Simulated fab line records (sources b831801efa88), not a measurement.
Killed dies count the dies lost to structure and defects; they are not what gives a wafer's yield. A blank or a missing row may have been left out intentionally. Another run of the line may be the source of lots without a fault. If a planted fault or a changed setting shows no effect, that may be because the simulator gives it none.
fab line records    flow sky130
[record] lots = 14  wafers = 42  last_day = 51
route steps=708 shown LI_CONTACT@381 LOCAL_INTERCONNECT@401
lots untouched by any fault: they come from a run of this same line in which no faults occurred
start_h: hours from the record's opening day to when the first of the lot's shown wafers began    wait_h: hours from the lot's prior step to this one    " unchanged from the row above    L1.1+2: a single row standing in for several wafers    - no value, or no start was given    * or withheld: withheld    < > ~ a bound
route shown NAME@n: names a module that has steps shown in the file, with the first one's number in the route    usual: average and standard deviation across the fault-free wafers    same: alike in all rows    chamber/n: place in a boat    sites: readings site by site    _std_site: standard deviation across them    _edge_site: inner sites' mean taken away from outer sites' mean    radius_mm: for every site, how far away it sits from the centre of the wafer    mask NAME#n: copy n    behind: the most recent tool/chamber to have shaped the wafer    hold: why the lot went on hold/how many hours it stayed there/how the hold came to an end    device: the n, p or np transistor that did not switch    end of line: the tests these same wafers got at the end of their route    a step without rows: its recipe alone    killed: the dies lost at the first sort to structure and to defects; this is not the yield of the wafer    map: a wafer's dies, x killed, . not, _ none there
set.NAME: the setting that was run; set.NAME@STEP: the one run at that earlier step    model.NAME: the simulator's own value behind a step, which no gauge read
steps of the route over a sample of lots; a table a step, a row a wafer
services: from which hour (start_h, from the record's first day; less than 0 if before it) a tool's chamber was out of use, for how many hours, and why
[[steps]]
[step SKY_LI_CONTACT_SPUTTER_19]
[recipe] material = Ti  target_thk_nm = 20  chamber_pressure_pa = 5  power_w = 2500  substrate_temp_c = 200  time_s = 106.37
[usual] cathode_dc_power_W = 2500.0/0.47  throttle_valve_pct = 29.8/0.83
[same] time_s = 106.37
lot.wafer  tool            chamber  start_h  wait_h  cathode_dc_power_W  throttle_valve_pct
L263.2     pvd_sputter-01  -        705.59   0.0     2500.1              30.7
L263.4     "               -        "        "       2500.4              28.7
L263.5     "               -        "        "       2500.2              28.7
L265.1     pvd_sputter-01  -        715.25   0.0     2499.5              28.9
L265.3     "               -        "        "       2500.6              28.8
L265.5     "               -        "        "       2500.5              28.8
L267.4     pvd_sputter-03  -        737.47   0.0     2499.5              29.7
L267.5     "               -        "        "       2499.6              30.3
L267.6     "               -        "        "       2500.6              30.9
L269.2     pvd_sputter-01  -        746.54   0.0     2500.7              28.5
L269.4     "               -        "        "       2499.5              31.2
L269.5     "               -        "        "       2500.5              28.4
L270.4     pvd_sputter-02  -        768.02   0.0     2500.5              29.8
L270.5     "               -        "        "       2500.6              30.9
L270.6     "               -        "        "       2499.9              30.0
L271.2     pvd_sputter-01  -        768.59   0.0     2499.9              31.0
L271.4     "               -        "        "       2500.3              28.9
L271.6     "               -        "        "       2498.7              28.7
L272.1     pvd_sputter-01  -        773.24   0.0     2500.2              28.2
L272.5     "               -        "        "       2499.8              28.3
L272.6     "               -        "        "       2501.1              31.3
L274.1     pvd_sputter-02  -        796.72   0.0     2500.7              29.8
L274.3     "               -        "        "       2500.1              29.5
L274.4     "               -        "        "       2500.6              30.8
L280.2     pvd_sputter-03  -        833.69   0.0     2500.5              31.0
L280.3     "               -        "        "       2500.2              29.7
L280.6     "               -        "        "       2500.5              30.0
L281.4     pvd_sputter-02  -        834.27   0.0     2500.1              30.2
L281.5     "               -        "        "       2500.6              29.7
L281.6     "               -        "        "       2499.8              30.0
L283.3     pvd_sputter-02  -        853.84   0.0     2500.5              30.9
L283.5     "               -        "        "       2500.3              29.9
L283.6     "               -        "        "       2500.0              30.4
L284.1     pvd_sputter-02  -        867.78   0.0     2499.7              30.9
L284.4     "               -        "        "       2499.9              29.9
L284.5     "               -        "        "       2499.6              30.2
L285.2     pvd_sputter-03  -        868.52   0.0     2499.8              31.0
L285.4     "               -        "        "       2500.6              30.4
L285.5     "               -        "        "       2500.2              29.6
L286.2     pvd_sputter-03  -        879.03   0.0     2500.2              30.0
L286.5     "               -        "        "       2500.9              30.9
L286.6     "               -        "        "       2499.7              29.9
[step SKY_LI_CONTACT_SPUTTER_20]
[recipe] material = TiN  target_thk_nm = 20  chamber_pressure_pa = 5  power_w = 4000  time_s = 78.32
[usual] cathode_dc_power_W = 4000.1/0.76  throttle_valve_pct = 29.8/0.84
[same] time_s = 78.32
lot.wafer  tool            chamber  start_h  wait_h  cathode_dc_power_W  throttle_valve_pct
L263.2     pvd_sputter-01  -        705.67   0.0     4001.1              31.4
L263.4     "               -        "        "       4000.6              28.6
L263.5     "               -        "        "       4001.0              29.1
L265.1     pvd_sputter-01  -        715.33   0.0     3999.6              28.8
L265.3     "               -        "        "       4000.5              28.7
L265.5     "               -        "        "       4000.9              28.4
L267.4     pvd_sputter-03  -        737.55   0.0     3999.2              29.4
L267.5     "               -        "        "       4000.9              30.3
L267.6     "               -        "        "       3998.6              30.8
L269.2     pvd_sputter-01  -        746.62   0.0     4000.1              28.6
L269.4     "               -        "        "       4001.7              31.1
L269.5     "               -        "        "       3999.6              28.1
L270.4     pvd_sputter-02  -        768.10   0.0     4000.2              29.8
L270.5     "               -        "        "       4000.1              30.6
L270.6     "               -        "        "       3999.7              30.0
L271.2     pvd_sputter-01  -        768.67   0.0     3998.4              31.3
L271.4     "               -        "        "       4000.6              28.4
L271.6     "               -        "        "       4000.6              29.0
L272.1     pvd_sputter-01  -        773.32   0.0     4001.1              28.4
L272.5     "               -        "        "       4001.8              28.2
L272.6     "               -        "        "       4001.9              31.0
L274.1     pvd_sputter-02  -        796.80   0.0     4000.8              30.3
L274.3     "               -        "        "       3999.7              30.0
L274.4     "               -        "        "       4001.4              30.7
L280.2     pvd_sputter-03  -        833.77   0.0     4000.5              31.0
L280.3     "               -        "        "       4000.6              29.9
L280.6     "               -        "        "       3999.8              30.4
L281.4     pvd_sputter-02  -        834.35   0.0     4000.8              30.3
L281.5     "               -        "        "       4001.2              30.0
L281.6     "               -        "        "       3999.4              30.0
L283.3     pvd_sputter-02  -        853.92   0.0     3998.9              30.4
L283.5     "               -        "        "       4000.9              29.8
L283.6     "               -        "        "       3999.6              30.4
L284.1     pvd_sputter-02  -        867.85   0.0     4000.6              30.6
L284.4     "               -        "        "       4000.2              30.3
L284.5     "               -        "        "       4000.1              30.3
L285.2     pvd_sputter-03  -        868.60   0.0     3999.4              30.7
L285.4     "               -        "        "       3999.2              30.4
L285.5     "               -        "        "       4000.9              29.6
L286.2     pvd_sputter-03  -        879.10   0.0     3999.5              29.9
L286.5     "               -        "        "       4000.0              30.7
L286.6     "               -        "        "       3999.7              29.8
[step SKY_LI_CONTACT_THK_MEAS_23]
[recipe] thk_meas_gauge = xrf  reads = W_of_LI_CONTACT_CVD_21
[usual] LI_CONTACT_W_THK = 377/4.6
lot.wafer  tool           chamber  start_h  wait_h  LI_CONTACT_W_THK[nm]
L263.2     film_metro-01  -        705.98   0.1     374
L263.4     "              -        "        "       373
L263.5     "              -        "        "       382
L265.1     film_metro-01  -        715.64   0.1     380
L265.3     "              -        "        "       385
L265.5     "              -        "        "       386
L267.4     film_metro-02  -        737.88   0.1     383
L267.5     "              -        "        "       377
L267.6     "              -        "        "       376
L269.2     film_metro-02  -        746.94   0.1     379
L269.4     "              -        "        "       377
L269.5     "              -        "        "       380
L270.4     film_metro-01  -        768.43   0.1     375
L270.5     "              -        "        "       381
L270.6     "              -        "        "       381
L271.2     film_metro-04  -        768.98   0.1     374
L271.4     "              -        "        "       379
L271.6     "              -        "        "       377
L272.1     film_metro-04  -        773.63   0.1     380
L272.5     "              -        "        "       379
L272.6     "              -        "        "       377
L274.1     film_metro-04  -        797.10   0.1     383
L274.3     "              -        "        "       389
L274.4     "              -        "        "       375
L280.2     film_metro-04  -        834.09   0.1     375
L280.3     "              -        "        "       373
L280.6     "              -        "        "       373
L281.4     film_metro-01  -        834.68   0.1     379
L281.5     "              -        "        "       381
L281.6     "              -        "        "       387
L283.3     film_metro-04  -        854.25   0.1     381
L283.5     "              -        "        "       387
L283.6     "              -        "        "       379
L284.1     film_metro-02  -        868.16   0.1     389
L284.4     "              -        "        "       378
L284.5     "              -        "        "       376
L285.2     film_metro-02  -        868.91   0.1     380
L285.4     "              -        "        "       381
L285.5     "              -        "        "       375
L286.2     film_metro-04  -        879.42   0.1     384
L286.5     "              -        "        "       380
L286.6     "              -        "        "       378
[step SKY_LOCAL_INTERCONNECT_METAL_ETCH_14]
[recipe] target_depth_nm = 110  stop_on = PSG  chemistry = Cl2/BCl3  target = TiN  resist_sidewall_deg = 88  pressure_mtorr = 10  icp_w = 900  bias_w = 48.5  Cl2_flow_sccm = 60  bcl3_flow_sccm = 30  time_s = 31.4
[usual] drypump_motor_current_A = 5.6/0.41  oes_product_au = 0.944/0.0077  throttle_valve_pct = 21.899/0.0094
[same] time_s = 31.4
lot.wafer  tool          chamber  start_h  wait_h  drypump_motor_current_A  oes_product_au  rf_hours_counter_h  throttle_valve_pct
L263.2     rie_metal-03  0        734.88   0.0     5.9                      0.955           7                   21.902
L263.4     "             1        "        "       5.1                      0.964           -                   21.878
L263.5     "             0        "        "       5.9                      0.951           -                   21.893
L265.1     rie_metal-03  1        744.43   0.0     5.1                      0.947           15                  21.888
L265.3     "             0        "        "       5.8                      0.939           -                   21.914
L265.5     "             0        "        "       5.9                      0.939           -                   21.896
L267.4     rie_metal-02  1        767.40   0.0     5.4                      0.934           -                   21.904
L267.5     "             0        "        "       5.5                      0.939           -                   21.919
L267.6     "             1        "        "       5.4                      0.941           -                   21.888
L269.2     rie_metal-03  0        774.93   0.0     5.8                      0.950           9                   21.903
L269.4     "             1        "        "       5.1                      0.933           -                   21.904
L269.5     "             0        "        "       5.8                      0.936           -                   21.911
L270.4     rie_metal-04  0        796.73   0.0     6.4                      0.946           -                   21.907
L270.5     "             1        "        "       5.5                      0.936           -                   21.907
L270.6     "             0        "        "       6.3                      0.952           -                   21.903
L271.2     rie_metal-03  0        797.36   0.1     5.9                      0.946           -                   21.894
L271.4     "             0        "        "       5.8                      0.957           -                   21.897
L271.6     "             0        "        "       5.9                      0.950           -                   21.898
L272.1     rie_metal-02  1        802.60   0.1     5.4                      0.938           5                   21.893
L272.5     "             1        "        "       5.3                      0.934           -                   21.897
L272.6     "             1        "        "       5.4                      0.949           -                   21.897
L274.1     rie_metal-03  0        824.99   0.0     5.8                      0.943           12                  21.894
L274.3     "             0        "        "       5.8                      0.936           -                   21.890
L274.4     "             1        "        "       5.1                      0.948           -                   21.891
L280.2     rie_metal-03  0        861.43   0.0     5.8                      0.953           14                  21.908
L280.3     "             0        "        "       5.8                      0.934           -                   21.884
L280.6     "             1        "        "       5.1                      0.763           -                   22.026
L281.4     rie_metal-03  1        862.40   0.0     5.0                      0.764           -                   22.020
L281.5     "             0        "        "       5.8                      0.942           -                   21.906
L281.6     "             1        "        "       5.1                      0.755           -                   22.025
L283.3     rie_metal-02  0        880.90   0.0     5.5                      0.929           -                   21.901
L283.5     "             0        "        "       5.5                      0.939           -                   21.902
L283.6     "             1        "        "       5.3                      0.930           -                   21.891
L284.1     rie_metal-04  1        894.86   0.0     5.4                      0.935           10                  21.900
L284.4     "             1        "        "       5.4                      0.950           -                   21.893
L284.5     "             0        "        "       6.3                      0.937           -                   21.901
L285.2     rie_metal-02  1        896.73   0.0     5.4                      0.940           8                   21.897
L285.4     "             0        "        "       5.5                      0.942           -                   21.895
L285.5     "             0        "        "       5.5                      0.948           -                   21.889
L286.2     rie_metal-02  1        905.76   0.0     5.3                      0.933           9                   21.903
L286.5     "             1        "        "       5.4                      0.935           -                   21.903
L286.6     "             0        "        "       5.5                      0.945           -                   21.897
[step SKY_LOCAL_INTERCONNECT_STRIP_15]
[recipe] chemistry = O2/N2  power_w = 1400  pressure_mtorr = 1500  platen_temp_c = withheld  o2_flow_sccm = 3000  n2_flow_sccm = 300  overash_fraction = 0.5
[usual] drypump_motor_current_A = 5.81/0.15  o2_flow_sccm = 2999/8.5  oes_product_au = 0.427/0.0044  strip_time_to_endpoint_s = 4.732/0.019
lot.wafer  tool             chamber  start_h  wait_h  drypump_motor_current_A  o2_flow_sccm  oes_product_au  rf_hours_counter_h  strip_time_to_endpoint_s
L263.2     plasma_asher-02  0        734.93   0.0     5.97                     2984          0.426           93                  4.731
L263.4     "                1        "        "       5.73                     3004          0.429           -                   4.739
L263.5     "                1        "        "       5.72                     2997          0.426           -                   4.732
L265.1     plasma_asher-04  0        744.49   0.0     6.03                     3004          0.430           62                  4.743
L265.3     "                0        "        "       6.06                     3002          0.420           -                   4.736
L265.5     "                0        "        "       6.06                     2990          0.438           -                   4.757
L267.4     plasma_asher-02  1        767.47   0.1     5.69                     3000          0.427           -                   4.760
L267.5     "                0        "        "       5.94                     3006          0.428           -                   4.738
L267.6     "                1        "        "       5.70                     2989          0.422           -                   4.733
L269.2     plasma_asher-02  1        774.99   0.0     5.73                     2988          0.428           97                  4.739
L269.4     "                0        "        "       5.98                     2999          0.425           -                   4.720
L269.5     "                0        "        "       5.99                     2988          0.432           -                   4.749
L270.4     plasma_asher-02  0        796.80   0.1     5.95                     2987          0.435           -                   4.732
L270.5     "                0        "        "       5.94                     2978          0.428           -                   4.726
L270.6     "                1        "        "       5.75                     2982          0.429           -                   4.712
L271.2     plasma_asher-01  1        797.45   0.1     5.70                     2988          0.419           5                   4.742
L271.4     "                1        "        "       5.77                     2998          0.426           -                   4.739
L271.6     "                1        "        "       5.73                     2988          0.425           -                   4.755
L272.1     plasma_asher-02  1        802.70   0.1     5.72                     2994          0.429           100                 4.717
L272.5     "                0        "        "       5.95                     3002          0.429           -                   4.713
L272.6     "                1        "        "       5.71                     3004          0.425           -                   4.708
L274.1     plasma_asher-02  1        825.04   0.0     5.76                     2990          0.432           102                 4.743
L274.3     "                1        "        "       5.75                     2992          0.425           -                   4.745
L274.4     "                0        "        "       5.96                     3002          0.422           -                   4.773
L280.2     plasma_asher-02  1        861.48   0.0     5.78                     2999          0.433           106                 4.716
L280.3     "                1        "        "       5.76                     3005          0.431           -                   4.732
L280.6     "                0        "        "       5.97                     3002          0.437           -                   4.933
L281.4     plasma_asher-01  1        862.47   0.1     5.76                     2996          0.436           -                   4.901
L281.5     "                0        "        "       5.55                     3013          0.426           -                   4.716
L281.6     "                1        "        "       5.75                     3002          0.440           -                   4.899
L283.3     plasma_asher-01  1        881.06   0.1     5.76                     3003          0.423           -                   4.721
L283.5     "                0        "        "       5.56                     2997          0.436           -                   4.744
L283.6     "                1        "        "       5.77                     2993          0.426           -                   4.722
L284.1     plasma_asher-04  1        894.91   0.0     5.78                     3017          0.425           79                  4.713
L284.4     "                0        "        "       6.02                     2994          0.427           -                   4.714
L284.5     "                1        "        "       5.75                     3030          0.422           -                   4.684
L285.2     plasma_asher-01  0        896.78   0.0     5.56                     3009          0.426           14                  4.685
L285.4     "                1        "        "       5.72                     2997          0.420           -                   4.686
L285.5     "                1        "        "       5.75                     3018          0.415           -                   4.684
L286.2     plasma_asher-04  0        905.81   0.0     6.04                     3008          0.431           80                  4.750
L286.5     "                0        "        "       6.03                     3008          0.428           -                   4.770
L286.6     "                1        "        "       5.76                     3010          0.422           -                   4.761
[[services]]
tool             chamber  start_h  hours  kind
rie_metal-04     0        692.15   1.8    repair
plasma_asher-04  -        702.09   12.3   repair
plasma_asher-01  -        729.63   2.9    repair
plasma_asher-01  -        733.75   9.0    pm
plasma_asher-01  0        733.75   9.0    vent_cycle
plasma_asher-01  1        733.75   9.0    vent_cycle
pvd_sputter-03   -        739.10   17.8   repair
rie_metal-04     0        758.34   1.0    repair
rie_metal-03     1        759.08   3.3    repair
plasma_asher-02  -        785.71   4.5    repair
rie_metal-03     1        787.68   -      clean
rie_metal-03     1        787.68   28.5   scheduled_down
rie_metal-03     1        787.68   28.5   vent_cycle
pvd_sputter-02   -        792.20   2.2    repair
rie_metal-02     0        800.65   8.9    repair
plasma_asher-01  -        820.74   14.6   pm
rie_metal-04     0        828.93   4.5    repair
pvd_sputter-01   3        832.59   -      consumable_replace:kit
pvd_sputter-01   3        832.59   18.0   scheduled_down
pvd_sputter-01   3        832.59   18.0   vent_cycle
pvd_sputter-01   -        855.76   1.4    repair
pvd_sputter-02   -        863.18   4.3    repair
plasma_asher-02  -        880.79   18.3   repair
plasma_asher-02  -        891.27   2.8    repair
[[key]]
[first_sign] step = SKY_LOCAL_INTERCONNECT_METAL_ETCH_14  reading = oes_product_au  direction = down  sigmas = 24  usual = 0.944  struck = 0.761
[effect] step = SKY_LOCAL_INTERCONNECT_METAL_ETCH_14  reading = throttle_valve_pct  direction = up  sigmas = 13  usual = 21.899  struck = 22.024
[effect] step = SKY_LOCAL_INTERCONNECT_STRIP_15  reading = strip_time_to_endpoint_s  direction = up  sigmas = 9.4  usual = *  struck = *
met_at SKY_LOCAL_INTERCONNECT_METAL_ETCH_14
struck_lots L280,L281
struck_wafers L280.6,L281.4,L281.6
sort_left_out L280.6,L281.4,L281.6
tester_left_out L280,L281
not_acting_at SKY_LI_CONTACT_SPUTTER_19,SKY_LI_CONTACT_SPUTTER_20,SKY_LI_CONTACT_THK_MEAS_23
onset_between 824.99 861.43
[fault] kind = process_parameter_drift  tool = rie_metal-03  chamber = 1  onset_h = 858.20  steps = SKY_LOCAL_INTERCONNECT_METAL_ETCH_14  channel = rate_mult  offset = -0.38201  shape = step  end_h = 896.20
// tester_left_out: of these lots the tester's yield and bins aren't shown, on N5 and GAA mostly nor the transistor test; their killed dies are dies lost to structure and defects alone, not to doping, threshold or leakage, so they don't give the yield
// sort_left_out: the simulated sort isn't trusted on such a fault, so these wafers' sort isn't shown, and their yield isn't known
